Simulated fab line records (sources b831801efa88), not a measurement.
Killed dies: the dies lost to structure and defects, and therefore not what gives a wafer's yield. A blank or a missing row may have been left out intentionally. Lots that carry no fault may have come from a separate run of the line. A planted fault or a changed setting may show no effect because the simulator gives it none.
Chamber matching    flow gf180mcu    3 sister chambers for GF_STI_ETCH_14 on rie_si-01
The step etches Si in HBr/Cl2/O2, target depth 360 nm, time 102.9 s. 3 wafers are shown with their chamber, then 8 later ones without.

WAFERS, EACH WITH ITS CHAMBER
wafer   chamber  drypump_motor_current_A (A)
L915.4  0        4.6
L915.5  1        5.3
L915.6  2        5.1

WAFERS MISSING THEIR CHAMBER
wafer   drypump_motor_current_A (A)
L918.1  5.1
L918.4  4.6
L918.5  5.2
L926.1  4.6
L926.5  5.3
L926.6  4.6
L927.2  4.6
L927.3  5.2

EACH ONE'S CHAMBER
wafer   from the rows above      in truth
L918.1  2                        2
L918.4  0                        0
L918.5  can't be placed: 1 or 2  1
L926.1  0                        0
L926.5  1                        1
L926.6  0                        0
L927.2  0                        0
L927.3  can't be placed: 1 or 2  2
Correct placement for 6 of the 8. Not placeable from these rows: 2 (in 2, the candidates include the true chamber). Number placed wrongly: 0.
How it was worked out, from the rows above alone: a wafer's distance from a chamber is the root of the sum, over the readings, of the square of ((its reading less the chamber's mean) divided by the reading's scatter). The wafer belongs to the nearest chamber; if the next one is less than 2 further off, it can't be placed. A chamber's mean is the mean of its shown wafers. The scatter (one wafer shown for each chamber): square how far every hidden wafer sits from the nearest shown wafer, average those squares and take the square root.
